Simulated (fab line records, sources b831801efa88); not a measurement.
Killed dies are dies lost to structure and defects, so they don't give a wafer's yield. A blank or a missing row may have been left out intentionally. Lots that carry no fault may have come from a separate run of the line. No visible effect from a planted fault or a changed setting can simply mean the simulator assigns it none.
Chamber matching :: flow sky130 :: SKY_CAPM_CVD_00 on pecvd-01: 3 sister chambers
The step deposits SiO2, target thk 15.5 nm. 22 wafers are shown with their chamber, then 11 later ones without.

## WAFERS PAIRED WITH THEIR CHAMBERS
wafer: L075.2
chamber: 2
heater power w (W): 883

wafer: L075.3
chamber: 0
heater power w (W): 608

wafer: L075.6
chamber: 0
heater power w (W): 615

wafer: L076.1
chamber: 1
heater power w (W): 586

wafer: L076.2
chamber: 2
heater power w (W): 806

wafer: L076.4
chamber: 2
heater power w (W): 816

wafer: L076.3
chamber: 1
heater power w (W): 575

wafer: L076.5
chamber: 1
heater power w (W): 568

wafer: L076.6
chamber: 2
heater power w (W): 798

wafer: L078.1
chamber: 0
heater power w (W): 726

wafer: L078.2
chamber: 1
heater power w (W): 637

wafer: L078.3
chamber: 2
heater power w (W): 944

wafer: L078.4
chamber: 1
heater power w (W): 641

wafer: L078.5
chamber: 2
heater power w (W): 925

wafer: L078.6
chamber: 0
heater power w (W): 699

wafer: L080.3
chamber: 2
heater power w (W): 832

wafer: L080.4
chamber: 1
heater power w (W): 509

wafer: L080.5
chamber: 2
heater power w (W): 855

wafer: L081.1
chamber: 2
heater power w (W): 955

wafer: L081.2
chamber: 1
heater power w (W): 585

wafer: L081.3
chamber: 0
heater power w (W): 659

wafer: L088.3
chamber: 1
heater power w (W): 581

SIGNATURES, as means of the wafers listed above
reading: heater power w
chamber 0: 661.40
chamber 1: 585.25
chamber 2: 868.22
scatter within a chamber: 52.5
Rule: a wafer lies at a distance from a chamber equal to the root of the sum of squares, over the readings, of (its reading less the chamber's mean, divided by the reading's scatter). The wafer belongs to the nearest chamber; if the next one is less than 2 further off, it can't be placed. The scatter is the square root of a quotient: the sum, over the shown wafers, of each reading's squared deviation from its chamber's mean, divided by wafers minus chambers.

## WAFERS WHOSE CHAMBER IS MISSING
wafer: L088.5
heater power w (W): 579

wafer: L088.6
heater power w (W): 710

wafer: L089.1
heater power w (W): 915

wafer: L089.2
heater power w (W): 607

wafer: L089.4
heater power w (W): 603

wafer: L091.3
heater power w (W): 850

wafer: L091.4
heater power w (W): 624

wafer: L091.6
heater power w (W): 661

wafer: L095.3
heater power w (W): 916

wafer: L095.4
heater power w (W): 698

wafer: L095.5
heater power w (W): 890

## CHAMBER TAKEN BY EACH
wafer: L088.5
from the rows above: can't be placed: 1 or 0
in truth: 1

wafer: L088.6
from the rows above: can't be placed: 0 or 1
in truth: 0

wafer: L089.1
from the rows above: 2
in truth: 2

wafer: L089.2
from the rows above: can't be placed: 1 or 0
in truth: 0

wafer: L089.4
from the rows above: can't be placed: 1 or 0
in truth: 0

wafer: L091.3
from the rows above: 2
in truth: 2

wafer: L091.4
from the rows above: can't be placed: 0 or 1
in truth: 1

wafer: L091.6
from the rows above: can't be placed: 0 or 1
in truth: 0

wafer: L095.3
from the rows above: 2
in truth: 2

wafer: L095.4
from the rows above: can't be placed: 0 or 1
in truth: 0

wafer: L095.5
from the rows above: 2
in truth: 2
Correct placement for 4 of the 11. Not placeable from these rows: 7 (in 7, the candidates include the true chamber). Wrongly placed: 0.
